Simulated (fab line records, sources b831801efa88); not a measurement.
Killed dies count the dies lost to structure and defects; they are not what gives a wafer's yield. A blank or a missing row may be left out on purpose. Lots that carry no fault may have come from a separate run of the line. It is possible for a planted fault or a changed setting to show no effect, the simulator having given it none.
Matching of chambers | flow sky130 | cmp-02 running SKY_FIELD_ISO_CMP_27: 3 sister chambers
The step polishes, stops on Si3N4, t overpolish 16 s, target thk 457.8 nm. 6 wafers are shown with their chamber, then 6 later ones without.

== WAFERS PAIRED WITH THEIR CHAMBERS ==
wafer  | chamber | motor_current_A (A)
L731.2 | 2       | 12.7
L731.6 | 1       | 10.4
L733.2 | 3       | 13.4
L733.4 | 2       | 12.9
L733.5 | 3       | 12.9
L735.2 | 1       | 10.8

== WAFERS MISSING THEIR CHAMBER ==
wafer  | motor_current_A (A)
L735.4 | 12.7
L736.2 | 13.6
L736.3 | 10.7
L736.6 | 14.0
L745.2 | 10.4
L745.3 | 13.1

== THE CHAMBER EACH PASSED THROUGH ==
wafer  | from the rows above     | in truth
L735.4 | can't be placed: 2 or 3 | 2
L736.2 | can't be placed: 3 or 2 | 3
L736.3 | 1                       | 1
L736.6 | can't be placed: 3 or 2 | 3
L745.2 | 1                       | 1
L745.3 | can't be placed: 3 or 2 | 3
Correctly placed: 2 of 6. From these rows, 4 cannot be placed; in 4 the true chamber is one of the candidates. Placed wrongly: 0.
How it was worked out, from the rows above alone: a wafer's distance from a chamber is the root of the sum, over the readings, of the square of ((its reading less the chamber's mean) divided by the reading's scatter). If the next closest chamber is less than 2 further off than the closest, the wafer can't be placed; otherwise it belongs to the closest. A chamber's mean is the mean of its shown wafers. The scatter is the square root of a quotient: the sum, over the shown wafers, of each reading's squared deviation from its chamber's mean, divided by wafers minus chambers.
